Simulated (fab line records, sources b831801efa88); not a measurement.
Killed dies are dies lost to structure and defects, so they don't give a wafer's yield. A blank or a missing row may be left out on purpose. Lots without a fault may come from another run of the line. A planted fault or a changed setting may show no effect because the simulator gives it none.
fab line records | flow sfq_line
record lots=7 wafers=21 last_day=86
route steps=325 shown M2@99 I2@103
lots that met no fault: from a run of the same line without faults
start_h: hours from the record's first day to the start of the lot's first wafer shown | wait_h: hours since the lot's step before | " the same as in the row above | L1.1+2: a row that stands for several wafers | - no value, or no start given | * or withheld: withheld | < > ~ a bound
route shown NAME@n: a module of which the file shows steps, and the number in the route of the first | usual: mean/standard deviation of fault-free wafers | same: alike in all rows | chamber/n: place in a boat | sites: the reading at each site | _std_site: their standard deviation | _edge_site: outer sites' mean less inner sites' | radius_mm: how far each site lies from the wafer's centre | mask NAME#n: copy n | behind: the tool/chamber that last shaped the wafer | hold: why the lot was held/for how many hours/how that ended | device: the transistor (n, p or np) that didn't switch | end of line: the same wafers' tests at the end of the route | a step without rows: its recipe alone | killed: dies lost to structure and defects at the first sort, not the wafer's yield | map: a wafer's dies, x killed, . not, _ none there
set.NAME: the setting as run; set.NAME@STEP: as run at that earlier step | model.NAME: the simulator's own value behind a step, which no gauge read
lots at some steps of the route; a table a step, a row a wafer
services: from which hour (start_h, from the record's first day; less than 0 if before it) a tool's chamber was out of use, for how many hours, and why
## steps
# step SFQ_TRILAYER_M2_BARC_OPEN_METAL_ETCH_077
# recipe mask_material=PR chemistry=O2 target_depth_nm=125 target=BARC icp_w=600 bias_w=80 pressure_mtorr=10 time_s=41.7
# usual drypump_motor_current_A=5.6/0.47 oes_product_au=0.686/0.0049 rf_fwd_power_W=593.7/2.7
# columns lot.wafer tool chamber start_h wait_h drypump_motor_current_A oes_product_au rf_fwd_power_W rf_hours_counter_h
L149.2 rie_metal-02 1 773.46 0.0 5.7 0.685 595.2 142
L149.3 " 1 " " 5.7 0.687 594.1 -
L149.5 " 0 " " 5.6 0.691 592.8 -
L153.2 rie_metal-01 0 814.35 0.0 5.2 0.683 593.9 85
L153.5 " 1 " " 6.0 0.678 594.3 -
L153.6 " 0 " " 5.2 0.689 590.6 -
L160.2 rie_metal-01 0 874.47 0.0 5.2 0.689 592.3 92
L160.4 " 0 " " 5.2 0.682 593.1 -
L160.5 " 0 " " 5.2 0.695 594.8 -
L161.2 rie_metal-01 0 881.66 0.0 5.2 0.685 590.6 94
L161.3 " 0 " " 5.2 0.688 593.0 -
L161.6 " 1 " " 6.0 0.681 594.5 -
L163.2 rie_metal-02 1 896.66 0.0 5.8 0.685 595.2 9
L163.3 " 0 " " 5.6 0.678 595.5 -
L163.6 " 0 " " 5.6 0.685 593.6 -
L164.1 rie_metal-03 1 908.66 0.0 4.8 0.686 593.8 12
L164.4 " 0 " " 6.2 0.684 590.2 -
L164.6 " 1 " " 4.8 0.680 596.4 -
L165.1 rie_metal-03 0 922.03 0.0 6.1 0.690 595.3 65
L165.3 " 0 " " 6.1 0.688 591.7 -
L165.5 " 0 " " 6.1 0.693 591.4 -
# step SFQ_TRILAYER_M2_ETCH_METAL_ETCH_060
# recipe target=Nb stop_on=SiO2 mask_material=PR chemistry=Cl2/Ar target_depth_nm=240 icp_w=600 bias_w=80 pressure_mtorr=10 time_s=120
# usual drypump_motor_current_A=5.6/0.47 oes_product_au=0.895/0.0081 rf_fwd_power_W=597.3/2.1
# columns lot.wafer tool chamber start_h wait_h drypump_motor_current_A oes_product_au rf_fwd_power_W rf_hours_counter_h
L149.2 rie_metal-02 1 773.52 0.0 5.8 0.891 597.1 142
L149.3 " 1 " " 5.8 0.884 597.3 -
L149.5 " 0 " " 5.6 0.893 599.1 -
L153.2 rie_metal-01 0 814.43 0.1 5.2 0.888 595.8 85
L153.5 " 1 " " 6.0 0.891 597.7 -
L153.6 " 0 " " 5.2 0.892 597.0 -
L160.2 rie_metal-01 0 874.53 0.0 5.2 0.905 594.6 92
L160.4 " 0 " " 5.2 0.909 593.1 -
L160.5 " 0 " " 5.2 0.901 598.8 -
L161.2 rie_metal-01 0 881.72 0.0 5.2 0.907 595.6 94
L161.3 " 0 " " 5.2 0.891 596.9 -
L161.6 " 1 " " 6.0 0.894 595.1 -
L163.2 rie_metal-02 1 896.72 0.0 5.8 0.883 598.2 9
L163.3 " 0 " " 5.6 0.903 597.8 -
L163.6 " 0 " " 5.6 0.888 594.6 -
L164.1 rie_metal-03 1 908.72 0.0 4.8 0.872 599.1 12
L164.4 " 0 " " 6.1 0.889 596.1 -
L164.6 " 1 " " 4.8 0.887 601.7 -
L165.1 rie_metal-03 0 922.09 0.0 6.1 0.898 596.4 65
L165.3 " 0 " " 6.1 0.889 593.5 -
L165.5 " 0 " " 6.1 0.889 593.8 -
# step SFQ_TRILAYER_M2_STRIP_STRIP_061
# recipe gas=O2 power_w=200 platen_temp_c=40 overash_fraction=0.65 chemistry=O2 pressure_mtorr=50
# step SFQ_TRILAYER_M2_STRIP_SOLV_CLEAN_062
# recipe chemistry=NMP temp_c=70 time_s=600
# step SFQ_TRILAYER_I2_DEP_PECVD_063
# recipe material=SiO2 temp_c=150 time_s=111.11 pressure_torr=2.4 rf_w=183.3 precursor=SiH4/N2O target_thk_nm=500
# usual heater_power_w=86/9.8 rf_fwd_power_W=182.4/0.61 throttle_valve_pct=24.8/1.4
# columns lot.wafer tool chamber start_h wait_h heater_power_w rf_fwd_power_W throttle_valve_pct
L149.2 pecvd-01 1 774.43 0.0 96 182.0 23.9
L149.3 " 2 " " 75 181.7 26.4
L149.5 " 0 " " 73 182.0 25.2
L153.2 pecvd-02 2 815.57 0.0 70 182.7 24.5
L153.5 " 1 " " 82 182.2 26.6
L153.6 " 2 " " 74 182.8 24.7
L160.2 pecvd-02 0 875.43 0.0 89 182.5 25.3
L160.4 " 2 " " 67 182.7 24.8
L160.5 " 1 " " 88 182.7 26.7
L161.2 pecvd-01 1 882.63 0.0 92 182.4 24.2
L161.3 " 0 " " 70 182.2 25.1
L161.6 " 2 " " 74 182.8 26.4
L163.2 pecvd-02 1 897.62 0.0 83 182.3 26.8
L163.3 " 2 " " 77 182.2 24.4
L163.6 " 1 " " 92 183.0 26.8
L164.1 pecvd-04 2 909.62 0.0 89 182.1 24.2
L164.4 " 0 " " 101 183.3 22.6
L164.6 " 1 " " 88 182.0 22.9
L165.1 pecvd-04 1 922.99 0.0 92 181.7 22.9
L165.3 " 0 " " 96 182.2 22.6
L165.5 " 1 " " 96 182.8 22.8
# step SFQ_TRILAYER_I2_CMP_CMP_064
# recipe material=SiO2 down_force_psi=3 platen_rpm=60 pad_velocity_m_s=0.94248
# usual motor_current_A=10.1/1 slurry_flow_ml_min=150.1/0.48 time_to_endpoint_s=216/6.8
# columns lot.wafer tool chamber start_h wait_h motor_current_A slurry_flow_ml_min time_to_endpoint_s
L149.3 cmp-02 3 775.01 0.5 10.3 150.0 212
L149.2 " 1 776.01 1.5 10.4 150.1 212
L149.5 " 2 " " 11.0 150.8 209
L153.2 cmp-02 0 815.90 0.3 8.9 150.5 223
L153.6 " 0 817.90 2.3 8.7 150.3 236
L153.5 " 1 " " 10.7 149.7 223
L160.2 cmp-02 2 876.01 0.5 11.2 150.2 208
L160.4 " 3 " " 10.6 150.5 213
L160.5 " 2 878.01 2.5 11.3 149.2 220
L161.3 cmp-01 0 883.21 0.5 9.5 150.1 213
L161.2 " 1 " " 8.8 150.4 203
L161.6 " 0 885.21 2.5 9.9 150.2 230
L163.2 cmp-02 3 898.74 1.1 10.9 150.0 220
L163.3 " 0 " " 8.8 150.8 226
L163.6 " 1 " " 10.6 149.6 226
L164.4 cmp-02 0 910.20 0.5 9.1 150.5 227
L164.1 " 2 911.20 1.5 11.4 150.5 208
L164.6 " 3 " " 11.0 149.8 222
L165.3 cmp-02 3 923.56 0.5 10.1 150.0 208
L165.1 " 0 " " 9.2 149.7 213
L165.5 " 2 925.06 2.0 11.1 150.6 212
# step SFQ_I2_BOW_MEAS_917
# recipe mode=bow
# usual I2_BOW=3/8.3
# columns lot.wafer tool chamber start_h wait_h I2_BOW[um]
L149.2 film_metro-03 - 777.53 1.0 8
L149.3 " - " " -9
L149.5 " - " " 2
L153.2 film_metro-04 - 818.92 2.5 -6
L153.5 " - " " -13
L153.6 " - " " -5
L160.2 film_metro-04 - 878.53 2.0 -11
L160.4 " - " " -7
L160.5 " - " " 6
L161.2 film_metro-04 - 885.73 1.5 6
L161.3 " - " " -2
L161.6 " - " " 0
L163.2 film_metro-04 - 900.76 1.5 3
L163.3 " - " " 10
L163.6 " - " " 9
L164.1 film_metro-02 - 912.70 1.0 2
L164.4 " - " " 7
L164.6 " - " " 4
L165.1 film_metro-04 - 926.06 1.5 -10
L165.3 " - " " 7
L165.5 " - " " -8
# step SFQ_TRILAYER_I2_METRO_MEASURE_065
# usual thk_nm=199.7/1
# columns lot.wafer tool chamber start_h wait_h thk_nm
L149.2 film_metro-03 - 777.83 0.3 200.4
L149.3 " - " " 199.1
L149.5 " - " " 199.7
L153.2 film_metro-04 - 819.22 0.3 201.8
L153.5 " - " " 200.8
L153.6 " - " " 200.4
L160.2 film_metro-04 - 878.83 0.3 199.5
L160.4 " - " " 199.6
L160.5 " - " " 199.0
L161.2 film_metro-04 - 886.03 0.3 198.7
L161.3 " - " " 199.1
L161.6 " - " " 199.9
L163.2 film_metro-04 - 901.06 0.3 200.8
L163.3 " - " " 200.3
L163.6 " - " " 200.4
L164.1 film_metro-02 - 912.82 0.1 198.9
L164.4 " - " " 199.8
L164.6 " - " " 200.2
L165.1 film_metro-04 - 926.18 0.1 198.9
L165.3 " - " " 199.0
L165.5 " - " " 198.9
# step SFQ_TRILAYER_I2_VIA_LITHO_COAT_072
# recipe resist=BARC spin_rpm=3000 resist_thk_nm=62
# step SFQ_TRILAYER_I2_VIA_LITHO_COAT_067
# recipe resist=KrF spin_rpm=3000 resist_thk_nm=650
# step SFQ_TRILAYER_I2_VIA_LITHO_SOFTBAKE_071
# recipe temp_c=withheld time_s=withheld resist=KrF
# step SFQ_TRILAYER_I2_VIA_LITHO_EXPOSE_068
# recipe mask_id=I2 na=0.6 source_shape=conventional sigma_outer=0.65 target_cd_nm=500 dose_mj=21.3
# step SFQ_TRILAYER_I2_VIA_LITHO_PEB_070
# recipe peb_temp_c=115 peb_time_s=60 resist=KrF
# usual heater_power_total_W=79.15/0.072 plate_temp_C=115.02/0.14
# columns lot.wafer tool chamber start_h wait_h heater_power_total_W plate_temp_C
L149.2 litho_track-04 0 915.76 0.8 79.11 115.11
L149.3 " 0 " " 79.19 114.92
L149.5 " 0 " " 79.10 114.99
L153.2 litho_track-03 0 964.23 0.8 79.21 115.02
L153.5 " 0 " " 78.99 115.26
L153.6 " 0 " " 79.13 115.09
L160.2 litho_track-03 0 1021.99 0.8 74.90 110.23
L160.4 " 0 " " 74.75 110.07
L160.5 " 0 " " 74.72 110.12
L161.2 litho_track-03 0 1030.52 0.8 74.70 110.32
L161.3 " 0 " " 74.64 110.42
L161.6 " 0 " " 74.88 110.28
L163.2 litho_track-03 0 1046.12 0.8 74.79 110.31
L163.3 " 0 " " 74.92 110.24
L163.6 " 0 " " 74.80 110.19
L164.1 litho_track-02 0 1056.89 1.0 79.22 115.10
L164.4 " 0 " " 79.22 115.10
L164.6 " 0 " " 79.11 114.97
L165.1 litho_track-04 0 1067.69 1.0 79.08 115.02
L165.3 " 0 " " 79.24 115.06
L165.5 " 0 " " 79.20 114.96
# step SFQ_TRILAYER_I2_VIA_LITHO_DEVELOP_069
# recipe time_s=60 resist=KrF
## services
# columns tool chamber start_h hours kind
pecvd-02 - 757.93 4.3 pm
rie_metal-03 - 792.23 2.8 pm
film_metro-04 - 812.51 1.3 pm
cmp-02 - 835.19 1.6 repair
pecvd-02 0 840.63 9.0 repair
film_metro-04 - 887.03 0.6 pm
film_metro-04 - 893.62 0.3 pm
rie_metal-03 - 895.33 0.3 repair
pecvd-02 0 897.04 4.8 repair
cmp-02 - 903.55 1.2 repair
rie_metal-02 1 911.86 9.9 repair
rie_metal-01 - 912.48 0.6 repair
film_metro-04 - 923.02 0.6 pm
rie_metal-02 - 948.83 2.8 pm
rie_metal-01 0 964.48 3.1 repair
rie_metal-02 1 991.21 3.6 repair
rie_metal-01 1 996.87 20.7 repair
rie_metal-03 - 1008.53 0.7 repair
cmp-02 - 1032.48 4.6 repair
film_metro-04 - 1037.74 0.2 pm
cmp-02 - 1040.75 0.6 repair
cmp-02 - 1049.54 4.0 repair
rie_metal-03 - 1049.87 1.4 pm
cmp-02 - 1056.54 5.3 pm
## key
first_sign step=SFQ_TRILAYER_I2_VIA_LITHO_PEB_070 reading=heater_power_total_W direction=down sigmas=61 usual=79.15 struck=74.79
effect step=SFQ_TRILAYER_I2_VIA_LITHO_PEB_070 reading=plate_temp_C direction=down sigmas=35 usual=* struck=*
met_at SFQ_TRILAYER_I2_VIA_LITHO_PEB_070
struck_wafers L160.2,L160.4,L160.5,L161.2,L161.3,L161.6,L163.2,L163.3,L163.6
onset_between 964.23 1021.99
fault kind=process_parameter_drift tool=litho_track-03 chamber=- onset_h=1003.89 steps=SFQ_TRILAYER_I2_VIA_LITHO_PEB_070 channel=peb_temp_c offset=* shape=step end_h=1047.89 acts_in=* stated=*
